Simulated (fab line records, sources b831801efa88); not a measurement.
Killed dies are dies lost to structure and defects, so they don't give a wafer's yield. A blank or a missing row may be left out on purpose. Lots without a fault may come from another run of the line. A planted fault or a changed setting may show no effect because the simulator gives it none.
Problem report in the 8D (eight disciplines) form, filled by code | flow gf180mcu | the parts of the form that need people (team, actions taken, sign-off) are left out

1. THE PROBLEM
tilt_deg at GF_PSD_IMPLANT_09 reads a mean of 6.479 degrees on 6 wafers of 2 lots; wafers without a fault read 7.002 degrees with a standard deviation of 0.018. That is -29 standard deviations from the usual mean.
First seen on wafer L858.1, day 16 02:59, on implanter-01. The record holds 42 wafers of 14 lots with a number at this step. Rule for "out", or "out of limits": more than 4 standard deviations from the usual mean. The other wafers with a number count as sound.

2. WHAT IT IS AND WHAT IT IS NOT
question                    | is                     | is not
which readings at this step | tilt_deg               | -
which lots                  | L858, L859             | L852, L853, L855, L856, L857, L862, L865, L869, L870, L871, L872, L875
which wafers of those lots  | all that have a number | -
read on which tools         | implanter-01           | implanter-02, implanter-03
when                        | from day 16 02:59      | up to then (15 sound wafers); but 21 sound wafers of L862, L865, L869, L870, L871, L872, L875 came after

3. SUSPECTS, AND WHAT RULES EACH OUT
Counting: a tool at a process step up to the reading stays a suspect if it ran every lot that is out and no sound lot after the first of them.
- implanter-01 at GF_PSD_IMPLANT_09: ruled out as a lasting fault. Sound lots L869, L870, L871 ran on it after its first lot that is out, L858 (day 16 02:59).
Left after counting: nothing in the record.

4. THE CAUSE (what the simulator had put in)
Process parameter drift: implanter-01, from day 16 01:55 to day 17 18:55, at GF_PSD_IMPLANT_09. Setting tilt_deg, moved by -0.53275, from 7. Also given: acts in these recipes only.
Counting ruled it out, wrongly.

5. THE CHAIN OF EFFECTS, in route order
Each row: a reading whose mean over the struck wafers that have a number lies more than 3 standard deviations from the usual. Only readings for which the record gives a usual standard deviation are gone through. hours: the time from each lot's start at the first step in this table that gives one to its start at this step, as a median over the lots. sigmas: the change in usual standard deviations.
hours | step              | reading  | usual         | on struck wafers | change | sigmas
0     | GF_PSD_IMPLANT_09 | tilt_deg | 7.002 degrees | 6.479            | -0.523 | -29
The process steps in it:
- GF_PSD_IMPLANT_09
Later measuring or inspecting steps at which every struck wafer that the step has a row for has a number for every such reading, and none has moved that far: GF_M1_OVL_MEAS_15.

6. WHAT WOULD HAVE CAUGHT IT SOONER
In this record the first reading out of limits was taken at day 16 02:59, 1 hour after the fault began at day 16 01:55.
